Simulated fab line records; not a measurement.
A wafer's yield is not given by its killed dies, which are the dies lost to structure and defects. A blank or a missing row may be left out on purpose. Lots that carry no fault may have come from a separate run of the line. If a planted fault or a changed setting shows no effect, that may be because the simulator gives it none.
Chamber matching + flow gf180mcu + cmp-02 running GF_V2_CMP_04: 4 sister chambers
The step polishes SiO2. 8 wafers are shown with their chamber, then 7 later ones without.

EACH WAFER AND ITS CHAMBER
| wafer  | chamber | motor current A (A) | time to endpoint s (s) |
|--------|---------|---------------------|------------------------|
| L253.1 | 1       | 14.6                | 71                     |
| L253.2 | 2       | 14.0                | 78                     |
| L253.5 | 0       | 11.9                | 79                     |
| L258.1 | 1       | 14.1                | 96                     |
| L258.2 | 0       | 12.4                | 92                     |
| L258.4 | 3       | 12.5                | 97                     |
| L267.1 | 2       | 14.1                | 74                     |
| L267.2 | 3       | 12.2                | 76                     |

WAFERS WITH NO CHAMBER GIVEN
| wafer  | motor current A (A) | time to endpoint s (s) |
|--------|---------------------|------------------------|
| L267.5 | 13.8                | 82                     |
| L269.1 | 14.1                | 69                     |
| L269.2 | 13.5                | 75                     |
| L269.4 | 12.3                | 78                     |
| L270.2 | 14.0                | 70                     |
| L270.3 | 12.2                | 80                     |
| L270.4 | 12.8                | 75                     |

CHAMBER TAKEN BY EACH
| wafer  | from the rows above     | in truth |
|--------|-------------------------|----------|
| L267.5 | can't be placed: 2 or 1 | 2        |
| L269.1 | can't be placed: 2 or 1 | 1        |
| L269.2 | can't be placed: 2 or 1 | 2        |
| L269.4 | can't be placed: 3 or 0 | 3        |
| L270.2 | can't be placed: 2 or 1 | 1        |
| L270.3 | can't be placed: 0 or 3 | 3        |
| L270.4 | can't be placed: 3 or 0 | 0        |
0 of 7 placed correctly. Unplaceable from these rows: 7, with the true chamber sitting among the candidates in 7. Number placed wrongly: 0.
How it was worked out, from the rows above alone: a wafer's distance from a chamber is the root of the sum, over the readings, of the square of ((its reading less the chamber's mean) divided by the reading's scatter). If the next closest chamber is less than 2 further off than the closest, the wafer can't be placed; otherwise it belongs to the closest. Each chamber's mean is taken over the wafers shown for it. The scatter is the square root of a quotient: the sum, over the shown wafers, of each reading's squared deviation from its chamber's mean, divided by wafers minus chambers.
